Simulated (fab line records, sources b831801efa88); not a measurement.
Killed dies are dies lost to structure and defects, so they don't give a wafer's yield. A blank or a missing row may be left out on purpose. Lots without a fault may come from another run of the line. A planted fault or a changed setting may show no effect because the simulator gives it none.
A struck lot beside a sound one | flow sky130 | 19 steps out of a route of 708
Sound: wafers L217.3, L217.4, L217.5. Struck: wafers L222.1, L222.3, L222.4. The cause comes at the end.
At each step with rows: each side's tool, then ch and its chambers, then its first start. Under that, the readings that differ: sound wafers | struck wafers | difference of the means | sigmas: that difference in standard deviations of wafers without a fault.
alike: readings whose means differ by less than 2 such deviations, and words and numbers that are the same on both sides. not compared: withheld readings, readings that some wafer has no value for, bounds like >300 that may hide the same value, and numbers for which the record gives no deviation and whose values overlap.
The two part at a step that has a row with sigmas, a row that says differs or no value, or rows on one side only. Numbers that don't overlap but have no deviation are shown without sigmas and don't part them. A reading that every wafer of one side lacks parts them only if that side has two wafers or more.

SKY_POLY_GATE_CD_MEAS_13: target cd 150 nm.
  sound on cd_sem-02, day 19 18:49; struck on cd_sem-02, day 21 14:26
  alike: cd_nm
SKY_POLY_GATE_OVL_MEAS_14:
  sound on overlay-02, day 19 18:55; struck on overlay-01, day 21 14:33
  alike: POLY_GATE_OVL
SKY_POLY_GATE_ETCH_15: etches BARC in N2/H2, stops on SiO2, time 118.5 s, target depth 110 nm.
  sound on rie_diel-04 ch 0,1, day 19 18:56; struck on rie_diel-04 ch 1,2,3, day 21 14:35
  alike: drypump_motor_current_A, oes_product_au, throttle_valve_pct
  not compared: rf_hours_counter_h
SKY_POLY_GATE_ETCH_16: etches Si3N4 in CH3F/O2, stops on poly-Si, time 147.5 s, target depth 75 nm.
  sound on rie_diel-04 ch 0,1, day 19 19:01; struck on rie_diel-04 ch 1,2,3, day 21 14:40
  alike: drypump_motor_current_A, oes_product_au, throttle_valve_pct
  not compared: rf_hours_counter_h
SKY_POLY_GATE_ETCH_17: etches poly-Si in HBr/Cl2, stops on SiO2, target depth 180 nm, time 70.5 s.
  sound on rie_si-01 ch 0,2, day 19 19:07; struck on rie_si-01 ch 0,1,3, day 21 14:46
  reading                      | sound          | struck         | difference | sigmas
  he_backside_leak_sccm (sccm) | 2.52 2.69 2.46 | 4.19 2.54 2.81 | +0.62      | +3
  alike: drypump_motor_current_A, oes_product_au, throttle_valve_pct
  not compared: rf_hours_counter_h
SKY_POLY_GATE_STRIP_18: strips in O2/N2.
  sound on plasma_asher-01 ch 0,1, day 19 19:13; struck on plasma_asher-04 ch 0,1, day 21 14:49
  alike: drypump_motor_current_A, oes_product_au, strip_time_to_endpoint_s
  not compared: rf_hours_counter_h
then, 2 steps without rows for these wafers: SKY_POLY_GATE_CLEAN_19 (cleans in SC1/SC2, time 150 s); SKY_POLY_GATE_OXIDATION_20 (stabilise 600 s, purge 300 s, target thk 4 nm).
SKY_POLY_GATE_THK_MEAS_21:
  sound on film_metro-02, day 20 00:07; struck on film_metro-02, day 21 16:28
  alike: POLY_GATE_OXIDATION_THK
SKY_POLY_GATE_CD_MEAS_22:
  sound on cd_sem-01, day 20 00:13; struck on cd_sem-01, day 21 16:32
  reading    | sound             | struck            | difference | sigmas
  cd_nm (nm) | 152.8 150.5 152.9 | 147.0 146.8 149.0 | -4.5       | -2
then, 2 steps without rows for these wafers: SKY_LDD_N_DEHYDRATE_00 (time 60 s); SKY_LDD_N_HMDS_01 (prime time 60 s).
SKY_LDD_N_COAT_02: resist thk 300 nm.
  sound on litho_track-01 ch 0, day 20 15:01; struck on litho_track-02 ch 0, day 22 07:32
  reading                                    | sound                | struck               | difference | sigmas
  spin_speed_rpm (rpm)                       | 3002.1 3001.8 2999.8 | 2932.3 2929.3 2929.0 | -71.0      | -36
  model.NOVOLAK_of_LDD_N_COAT_02.thk_nm (nm) | 300.5 301.4 300.9    | 302.9 302.4 303.4    | +2.0       |
  alike: chill_plate_temp_C
then, 3 steps without rows for these wafers: SKY_LDD_N_SOFTBAKE_03 (time 60 s); SKY_LDD_N_EXPOSE_04 (exposes mask NTM, target cd 840 nm); SKY_LDD_N_PEB_05.
SKY_LDD_N_DEVELOP_06: develop time 60 s.
  sound on litho_track-04 ch 0, day 21 05:38; struck on litho_track-04 ch 0, day 22 22:47
  reading                                    | sound           | struck          | difference | sigmas
  model.NOVOLAK_of_LDD_N_COAT_02.thk_nm (nm) | 300.1 301 300.5 | 302.5 301.9 303 | +1.9       |
  alike: chill_plate_temp_C
SKY_LDD_N_OVL_MEAS_07:
  sound on overlay-02, day 21 05:44; struck on overlay-02, day 22 22:56
  alike: LDD_N_OVL
-- the record jumps here: 26 days lie between the struck wafers' starts before and after (it left off in module LDD_N and takes up again in module PAD_OPEN, whose first step shown is number 708 of the route) --
SKY_PAD_OPEN_PROBE_99:
  sound on prober-01, day 48 01:26; struck on prober-02, day 49 02:23
  alike: killed_at_M0_to_M3, killed_at_M4_up, killed_at_contacts, killed_at_front_end, killed_at_other, killed_dies, killed_on_rim, killed_open, killed_short

WHERE THEY PART
First at SKY_POLY_GATE_ETCH_17; last, within this record, at SKY_LDD_N_COAT_02. Later steps at which nothing parts them and some readings are alike: SKY_LDD_N_DEVELOP_06, SKY_LDD_N_OVL_MEAS_07, SKY_PAD_OPEN_PROBE_99.

WHY: what the simulator had put in
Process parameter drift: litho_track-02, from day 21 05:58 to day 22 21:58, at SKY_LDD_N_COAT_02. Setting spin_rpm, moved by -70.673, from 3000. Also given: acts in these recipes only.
